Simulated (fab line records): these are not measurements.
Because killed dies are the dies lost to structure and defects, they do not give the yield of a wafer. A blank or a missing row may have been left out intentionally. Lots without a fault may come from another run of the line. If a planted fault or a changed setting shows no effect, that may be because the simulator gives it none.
A lot that was struck, set against a sound lot	flow sfqLine	14 out of 325 route steps
Sound: wafers L580.1, L580.4, L580.5. Struck: wafers L575.1, L575.2, L575.5. Last of all comes the cause.
Each step with rows lists, per side, the tool, then ch with its chambers, then its first start. Under that, the readings that differ: sound wafers	struck wafers	difference of the means	sigmas: that difference in standard deviations of wafers without a fault.
alike: a reading whose means differ by less than 2 such deviations, as well as words and numbers matching on both sides. not compared: withheld readings; readings where some wafer has no value; bounds like >300 that might hide an equal value; numbers whose values overlap and for which the record gives no deviation.
Wherever a step has rows on one side only, a row that says differs or no value, or a row with sigmas, the two part there. When numbers do not overlap yet have no deviation, they are printed without sigmas and do not part them. A reading missing from all wafers of one side parts the sides only when that side holds two or more wafers.

first, 4 steps without rows for these wafers: SFQ_TRILAYER_I5_LITHO_SOFTBAKE_148; SFQ_TRILAYER_I5_LITHO_EXPOSE_145 (exposes mask I5, target cd 700 nm); SFQ_TRILAYER_I5_LITHO_PEB_147 (peb time 60 s); SFQ_TRILAYER_I5_LITHO_DEVELOP_146 (time 60 s).
SFQ_I5_OVL_MEAS_936:
  sound on overlay-02 at day 66 11:44; struck on overlay-02 at day 64 21:47
  alike: I5_OVL
SFQ_TRILAYER_I5_BARC_OPEN_VIA_ETCH_200: etches BARC in O2, target depth 125 nm, time 41.7 s.
  sound on rieDiel-02 ch 0,1,3, day 66 11:47; struck on rieDiel-03 ch 0,1,2, day 64 21:49
  alike: drypumpMotorCurrentA, oesProductAu
  not compared: rfHoursCounterH
SFQ_TRILAYER_I5_ETCH_VIA_ETCH_147: etches the open film in CHF3, stops on Nb, target depth 360 nm.
  sound on rieDiel-02 ch 0,1,3, day 66 11:49; struck on rieDiel-03 ch 0,1,2, day 64 21:52
  alike: drypumpMotorCurrentA, oesProductAu
SFQ_TRILAYER_I5_STRIP_STRIP_148: strips in O2.
  sound on rieMetal-01 ch 0, day 66 11:58; struck on rieMetal-01 ch 0,1, day 64 22:01
  alike: drypumpMotorCurrentA, oesProductAu
  not compared: rfHoursCounterH
then, 4 steps without rows for these wafers: SFQ_TRILAYER_I5_STRIP_SOLV_CLEAN_149 (cleans in NMP, time 600 s); SFQ_TRILAYER_C5_LITHO_COAT_156 (resist thk 62 nm); SFQ_TRILAYER_C5_LITHO_COAT_151 (resist thk 650 nm); SFQ_TRILAYER_C5_LITHO_SOFTBAKE_155.
-- the record jumps here: 4 days lie between the struck wafers' starts before and after --
SFQ_TRILAYER_C5_LITHO_EXPOSE_152: exposes mask C5, target cd 500 nm.
  sound on krfScanner-01 ch 0, day 71 01:34; struck on krfScanner-02, day 69 09:50
  no value came back on the struck wafers for exposureDoseMJCm2, focusOffsetNm (nm); on the sound wafers exposureDoseMJCm2 reads 21.312 21.304 21.317
  alike: mask
then, 1 step without rows for these wafers: SFQ_TRILAYER_C5_LITHO_PEB_154 (peb time 60 s).

== WHERE THEY PART ==
At SFQ_TRILAYER_C5_LITHO_EXPOSE_152 and nowhere else, as far as this record goes.

WHY: the cause the simulator had injected
At SFQ_TRILAYER_C5_LITHO_EXPOSE_152, the step was skipped entirely on krfScanner-02 from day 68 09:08 on. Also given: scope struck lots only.
